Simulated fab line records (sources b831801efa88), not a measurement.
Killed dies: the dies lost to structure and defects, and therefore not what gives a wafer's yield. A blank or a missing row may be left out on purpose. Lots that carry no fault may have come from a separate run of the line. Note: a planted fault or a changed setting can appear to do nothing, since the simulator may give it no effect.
fab line records	flow gf180mcu
[record] lots = 15	wafers = 45	lastDay = 34
route steps=602 shown NWELL@52 MVPSD@84 VT_IMPLANT@99
lots with no fault: from the same line, run without faults
startH: hours from the record's first day to the start of the lot's first wafer shown	waitH: hours since the lot's step before	" the same as in the row above	L1.1+2: a row that stands for several wafers	- either no value or no given start	* or withheld: withheld	< > ~ a bound
route shown NAME@n: names a module that has steps shown in the file, with the first one's number in the route	usual: mean and standard deviation over wafers with no fault	same: alike in all rows	chamber/n: place in a boat	sites: readings site by site	_std_site: standard deviation across them	_edge_site: mean of outer sites minus mean of inner sites	radiusMm: how far each site lies from the wafer's centre	mask NAME#n: copy n	behind: the last tool/chamber to shape the wafer	hold: why the lot was held/for how many hours/how that ended	device: transistor that didn't switch, given as n, p or np	end of line: at the end of the route, the tests of the same wafers	for a step that has no rows: nothing shown but its recipe	killed: the dies lost at the first sort to structure and to defects; this is not the yield of the wafer	map: the dies of a wafer, with x for killed, . for not killed, _ for no die there
set.NAME: the run value of the setting; set.NAME@STEP: its run value at that earlier step	model.NAME: the simulator's own value behind a step, which no gauge read
one table for each step of the route and one row for each wafer, over a sample of lots
services: a tool's chamber out of use, with start hour (startH, from the record's first day; less than 0 if before it), hours out, and reason
[[steps]]
[step GF_NWELL_STRIP_10]
[recipe] chemistry = O2/N2	powerW = 1400	pressureMtorr = 1500	platenTempC = 250	o2FlowSccm = 3000	n2FlowSccm = 300	overashFraction = 0.5
[usual] drypumpMotorCurrentA = 6.0/0.43	heaterPowerW = 303/52	oesProductAu = 0.722/0.0049	stripTimeToEndpointS = 36.96/0.1
lot.wafer	tool	chamber	startH	waitH	drypumpMotorCurrentA	heaterPowerW	oesProductAu	rfHoursCounterH	stripTimeToEndpointS
L812.1	plasmaAsher-02	1	60.92	0.1	6.2	418	0.721	44	37.01
L812.5	"	1	"	"	6.3	410	0.733	-	36.86
L812.6	"	0	"	"	5.3	306	0.725	-	36.98
L813.1	plasmaAsher-02	0	67.06	0.1	5.3	310	0.728	45	36.99
L813.4	"	0	"	"	5.3	307	0.723	-	37.04
L813.5	"	0	"	"	5.3	313	0.732	-	36.99
L814.1	plasmaAsher-03	0	70.77	0.1	5.7	305	0.714	31	36.93
L814.3	"	1	"	"	4.8	320	0.720	-	37.05
L814.4	"	0	"	"	5.7	308	0.715	-	37.05
L817.1	plasmaAsher-01	0	87.92	0.1	6.4	242	0.712	48	36.90
L817.5	"	0	"	"	6.3	249	0.722	-	36.85
L817.6	"	1	"	"	6.0	323	0.713	-	36.94
L819.4	plasmaAsher-01	1	98.85	0.1	6.0	319	0.719	-	36.96
L819.5	"	1	"	"	6.0	319	0.727	-	36.94
L819.6	"	0	"	"	6.4	243	0.725	-	36.86
L821.3	plasmaAsher-01	1	108.80	0.1	6.0	312	0.716	-	36.95
L821.4	"	0	"	"	6.4	242	0.716	-	37.10
L821.6	"	0	"	"	6.4	241	0.723	-	36.99
L822.3	plasmaAsher-01	1	115.75	0.1	6.0	325	0.716	-	36.94
L822.4	"	0	"	"	6.4	248	0.722	-	36.94
L822.5	"	1	"	"	6.0	323	0.727	-	37.01
L823.1	plasmaAsher-01	1	122.07	0.1	6.0	318	0.723	51	36.92
L823.3	"	0	"	"	6.4	245	0.725	-	37.10
L823.4	"	1	"	"	6.0	319	0.724	-	37.03
L824.1	plasmaAsher-01	1	125.12	0.1	6.0	318	0.728	52	36.94
L824.3	"	0	"	"	6.4	243	0.717	-	36.91
L824.4	"	1	"	"	6.0	321	0.727	-	36.90
L825.2	plasmaAsher-01	0	133.11	0.1	6.4	242	0.722	53	36.97
L825.4	"	0	"	"	6.4	241	0.722	-	36.99
L825.6	"	1	"	"	6.0	325	0.716	-	36.93
L830.1	plasmaAsher-01	1	160.06	0.1	6.0	324	0.723	56	37.05
L830.2	"	0	"	"	6.4	250	0.729	56	37.04
L830.4	"	0	"	"	6.4	243	0.729	-	37.07
L831.2	plasmaAsher-02	0	167.81	0.1	5.4	309	0.716	57	36.95
L831.3	"	1	"	"	6.3	416	0.722	-	36.88
L831.4	"	0	"	"	5.4	307	0.722	-	36.85
L832.1	plasmaAsher-02	0	172.06	0.1	5.3	310	0.718	57	36.95
L832.3	"	0	"	"	5.3	315	0.721	-	36.96
L832.6	"	1	"	"	6.3	414	0.723	-	36.95
L833.2	plasmaAsher-02	1	176.81	0.1	6.3	420	0.717	58	36.76
L833.3	"	1	"	"	6.2	402	0.737	-	36.83
L833.4	"	0	"	"	5.3	315	0.723	-	36.81
L834.1	plasmaAsher-01	0	181.01	0.1	6.4	250	0.728	58	36.93
L834.2	"	1	"	"	6.0	317	0.728	58	36.86
L834.5	"	0	"	"	6.4	246	0.720	-	36.94
[step GF_MVPSD_DEVELOP_06]
[recipe] wallAngleDeg = 90	developTimeS = 60	devTempC = 23
[usual] chillPlateTempC = 22.98/0.1	developTimeS = 60/0	exhaustPa = 45.2/0.88
lot.wafer	tool	chamber	startH	waitH	chillPlateTempC	developTimeS	exhaustPa
L812.1	lithoTrack-04	0	102	-	23.02	60	45.4
L812.5	"	0	"	"	22.89	60	44.7
L812.6	"	0	"	"	22.96	60	44.5
L813.1	lithoTrack-03	0	108	-	22.84	60	45.5
L813.4	"	0	"	"	22.91	60	46.4
L813.5	"	0	"	"	22.79	60	46.2
L814.1	lithoTrack-04	0	111	-	23.06	60	44.2
L814.3	"	0	"	"	23.13	60	44.5
L814.4	"	0	112	-	23.06	60	44.4
L817.1	lithoTrack-02	0	131	-	22.89	60	45.3
L817.5	"	0	"	"	23.07	60	45.4
L817.6	"	0	"	"	23.15	60	45.2
L819.4	lithoTrack-02	0	143	-	22.98	60	45.8
L819.5	"	0	"	"	23.13	60	45.2
L819.6	"	0	"	"	23.08	60	45.3
L821.3	lithoTrack-03	0	155	-	23.01	60	46.0
L821.4	"	0	"	"	22.99	60	46.6
L821.6	"	0	"	"	22.90	60	45.8
L822.3	lithoTrack-02	0	161	-	22.97	60	45.0
L822.4	"	0	"	"	22.79	60	45.8
L822.5	"	0	"	"	22.94	60	45.8
L823.1	lithoTrack-02	0	169	-	23.04	60	45.6
L823.3	"	0	"	"	22.85	60	44.6
L823.4	"	0	"	"	23.06	60	46.0
L824.1	lithoTrack-03	0	173	-	23.01	60	45.1
L824.3	"	0	"	"	23.09	60	45.5
L824.4	"	0	"	"	23.03	60	45.5
L825.2	lithoTrack-03	0	180	-	23.20	60	46.2
L825.4	"	0	"	"	23.06	60	45.2
L825.6	"	0	"	"	23.01	60	47.4
L830.1	lithoTrack-03	-	210	-	-	-	-
L830.2	"	-	"	"	-	-	-
L830.4	"	-	"	"	-	-	-
L831.2	lithoTrack-02	-	217	-	-	-	-
L831.3	"	-	"	"	-	-	-
L831.4	"	-	"	"	-	-	-
L832.1	lithoTrack-03	-	222	-	-	-	-
L832.3	"	-	"	"	-	-	-
L832.6	"	-	"	"	-	-	-
L833.2	lithoTrack-04	0	229	-	22.99	60	44.3
L833.3	"	0	"	"	22.96	60	43.9
L833.4	"	0	"	"	23.05	60	44.8
L834.1	lithoTrack-02	0	232	-	22.78	60	45.3
L834.2	"	0	"	"	22.58	60	44.9
L834.5	"	0	"	"	22.78	60	44.1
[step GF_MVPSD_STRIP_10]
[recipe] chemistry = O2/N2	powerW = 1400	pressureMtorr = 1500	platenTempC = 250	o2FlowSccm = 3000	n2FlowSccm = 300	overashFraction = 0.5
[usual] drypumpMotorCurrentA = 5.7/0.46	heaterPowerW = 339/50	oesProductAu = 0.722/0.0049	stripTimeToEndpointS = 36.95/0.11
lot.wafer	tool	chamber	startH	waitH	drypumpMotorCurrentA	heaterPowerW	oesProductAu	rfHoursCounterH	stripTimeToEndpointS
L812.1	plasmaAsher-03	1	102.63	0.1	4.8	320	0.716	34	37.02
L812.5	"	1	"	"	4.8	326	0.718	-	36.91
L812.6	"	0	"	"	5.7	302	0.718	-	37.08
L813.1	plasmaAsher-02	0	108.51	0.1	5.4	311	0.718	49	36.87
L813.4	"	0	"	"	5.3	313	0.718	-	36.94
L813.5	"	1	"	"	6.3	418	0.719	-	36.91
L814.1	plasmaAsher-04	0	112.43	0.1	6.0	274	0.724	32	36.85
L814.3	"	1	"	"	6.0	380	0.719	-	36.82
L814.4	"	0	"	"	6.0	273	0.725	-	36.82
L817.1	plasmaAsher-03	1	131.52	0.1	4.8	329	0.725	1	36.87
L817.5	"	1	"	"	4.8	326	0.716	-	36.88
L817.6	"	0	"	"	5.7	304	0.724	-	36.99
L819.4	plasmaAsher-04	1	143.55	0.1	6.1	387	0.722	-	37.13
L819.5	"	0	"	"	6.0	269	0.724	-	37.17
L819.6	"	1	"	"	6.1	389	0.721	-	37.06
L821.3	plasmaAsher-02	0	156.10	0.1	5.3	314	0.725	-	36.97
L821.4	"	1	"	"	6.2	407	0.725	-	36.94
L821.6	"	1	"	"	6.3	414	0.723	-	36.96
L822.3	plasmaAsher-02	1	162.05	0.1	6.3	421	0.719	-	36.83
L822.4	"	0	"	"	5.4	306	0.727	-	36.79
L822.5	"	0	"	"	5.4	316	0.718	-	36.79
L823.1	plasmaAsher-04	0	169.81	0.1	6.0	283	0.724	39	37.13
L823.3	"	0	"	"	6.0	276	0.719	-	37.02
L823.4	"	1	"	"	6.1	387	0.722	-	37.16
L824.1	plasmaAsher-02	0	173.61	0.1	5.4	312	0.720	58	37.07
L824.3	"	1	"	"	6.2	421	0.718	-	37.04
L824.4	"	0	"	"	5.3	303	0.721	-	37.18
L825.2	plasmaAsher-02	0	181.26	0.1	5.4	316	0.719	59	37.00
L825.4	"	0	"	"	5.4	307	0.715	-	37.10
L825.6	"	0	"	"	5.3	308	0.725	-	36.99
L830.1	plasmaAsher-03	0	211.21	0.1	5.6	308	0.723	6	36.71
L830.2	"	1	"	"	4.8	323	0.721	6	36.69
L830.4	"	1	"	"	4.8	324	0.721	-	36.81
L831.2	plasmaAsher-04	1	218.36	0.1	6.0	383	0.718	44	36.84
L831.3	"	1	"	"	6.0	381	0.720	-	36.79
L831.4	"	0	"	"	6.0	275	0.713	-	36.92
L832.1	plasmaAsher-03	0	222.71	0.1	5.7	315	0.723	7	37.06
L832.3	"	1	"	"	4.9	332	0.724	-	37.04
L832.6	"	1	"	"	4.9	326	0.731	-	37.07
L833.2	plasmaAsher-04	1	230.03	0.1	6.1	388	0.728	45	36.85
L833.3	"	0	"	"	6.0	280	0.731	-	36.90
L833.4	"	1	"	"	6.1	388	0.725	-	36.89
L834.1	plasmaAsher-02	1	233.26	0.1	6.2	404	0.719	64	36.88
L834.2	"	0	"	"	5.3	309	0.724	64	37.00
L834.5	"	0	"	"	5.4	312	0.726	-	36.90
[step GF_VT_IMPLANT_STRIP_09]
[recipe] chemistry = O2/N2	powerW = 1400	pressureMtorr = 1500	platenTempC = 250	o2FlowSccm = 3000	n2FlowSccm = 300	overashFraction = 0.5
[usual] drypumpMotorCurrentA = 5.8/0.5	heaterPowerW = 323/55	oesProductAu = 0.716/0.0044	stripTimeToEndpointS = 12.613/0.029
lot.wafer	tool	chamber	startH	waitH	drypumpMotorCurrentA	heaterPowerW	oesProductAu	rfHoursCounterH	stripTimeToEndpointS
L812.1	plasmaAsher-02	1	117.11	0.1	6.2	412	0.707	50	12.628
L812.5	"	1	"	"	6.3	419	0.716	-	12.633
L812.6	"	0	"	"	5.3	311	0.716	-	12.621
L813.1	plasmaAsher-01	0	122.97	0.1	6.4	243	0.723	52	12.633
L813.4	"	1	"	"	6.0	316	0.718	-	12.630
L813.5	"	1	"	"	6.0	333	0.726	-	12.660
L814.1	plasmaAsher-03	0	127.71	0.1	5.7	301	0.715	1	12.617
L814.3	"	1	"	"	4.8	330	0.713	-	12.596
L814.4	"	0	"	"	5.7	310	0.717	-	12.597
L817.1	plasmaAsher-02	0	146.71	0.1	5.4	307	0.716	54	12.611
L817.5	"	1	"	"	6.3	407	0.719	-	12.667
L817.6	"	0	"	"	5.4	312	0.717	-	12.590
L819.4	plasmaAsher-02	0	159.85	0.1	5.4	310	0.717	-	12.631
L819.5	"	0	"	"	5.3	310	0.711	-	12.691
L819.6	"	1	"	"	6.3	420	0.724	-	12.624
L821.3	plasmaAsher-01	0	172.25	0.1	6.4	249	0.717	-	12.600
L821.4	"	1	"	"	6.0	323	0.713	-	12.590
L821.6	"	0	"	"	6.4	246	0.717	-	12.560
L822.3	plasmaAsher-01	0	178.24	0.1	6.4	237	0.718	-	12.609
L822.4	"	1	"	"	6.0	314	0.715	-	12.591
L822.5	"	0	"	"	6.4	253	0.718	-	12.619
L823.1	plasmaAsher-02	0	186.06	0.1	5.3	308	0.709	59	12.589
L823.3	"	0	"	"	5.4	313	0.711	-	12.544
L823.4	"	1	"	"	6.3	424	0.710	-	12.558
L824.1	plasmaAsher-03	1	190.31	0.1	4.9	318	0.718	4	12.585
L824.3	"	0	"	"	5.7	306	0.711	-	12.585
L824.4	"	1	"	"	4.9	324	0.713	-	12.619
L825.2	plasmaAsher-02	0	198.31	0.1	5.3	315	0.718	61	12.613
L825.4	"	1	"	"	6.2	421	0.717	-	12.584
L825.6	"	1	"	"	6.3	402	0.718	-	12.583
L830.1	plasmaAsher-01	1	228.46	0.1	6.0	316	0.713	63	12.627
L830.2	"	0	"	"	6.4	240	0.717	63	12.636
L830.4	"	0	"	"	6.4	243	0.710	-	12.639
L831.2	plasmaAsher-03	0	236.01	0.1	5.7	302	0.716	9	12.596
L831.3	"	1	"	"	4.9	317	0.718	-	12.617
L831.4	"	0	"	"	5.7	306	0.719	-	12.552
L832.1	plasmaAsher-01	0	240.56	0.1	6.4	236	0.713	64	12.614
L832.3	"	1	"	"	6.0	320	0.717	-	12.614
L832.6	"	1	"	"	6.0	327	0.709	-	12.623
L833.2	plasmaAsher-01	1	247.96	0.1	6.0	318	0.718	65	12.607
L833.3	"	1	"	"	6.0	319	0.708	-	12.605
L833.4	"	0	"	"	6.4	239	0.715	-	12.590
L834.1	plasmaAsher-01	0	251.46	0.1	6.3	244	0.720	65	12.624
L834.2	"	1	"	"	6.0	324	0.715	65	12.631
L834.5	"	1	"	"	6.0	322	0.717	-	12.638
[[services]]
tool	chamber	startH	hours	kind
plasmaAsher-01	-	107.36	0.8	repair
plasmaAsher-03	-	108.75	9.0	pm
plasmaAsher-03	0	108.75	9.0	ventCycle
plasmaAsher-03	1	108.75	9.0	ventCycle
plasmaAsher-03	0	117.75	-	clean
plasmaAsher-03	1	117.75	-	clean
plasmaAsher-03	-	133.77	8.5	repair
lithoTrack-02	-	134.95	-	consumableReplace:filter
plasmaAsher-03	-	142.05	0.8	repair
plasmaAsher-03	-	158.30	28.1	pm
plasmaAsher-01	-	162.47	5.6	repair
[[key]]
[firstSign] step = GF_MVPSD_DEVELOP_06	reading = toolRecord	direction = missing
effect none on later readings
metAt GF_MVPSD_DEVELOP_06
struckLots L830,L831,L832
sortLeftOut L830.1,L830.2,L830.4,L831.2,L831.3,L831.4,L832.1,L832.3,L832.6
testerLeftOut L830,L831,L832
notActingAt GF_NWELL_STRIP_10,GF_MVPSD_STRIP_10,GF_VT_IMPLANT_STRIP_09
onsetBetween 180 210
[fault] kind = skippedStepWhole	tool = lithoTrack-02,lithoTrack-03	chamber = -	onsetH = 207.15	steps = GF_MVPSD_DEVELOP_06	scope = struckLotsOnly
// testerLeftOut: of these lots the tester's yield and bins aren't shown, on N5 and GAA mostly nor the transistor test; their killed dies are dies lost to structure and defects alone, not to doping, threshold or leakage, so they don't give the yield
// sortLeftOut: the simulated sort isn't trusted on such a fault, so these wafers' sort isn't shown, and their yield isn't known
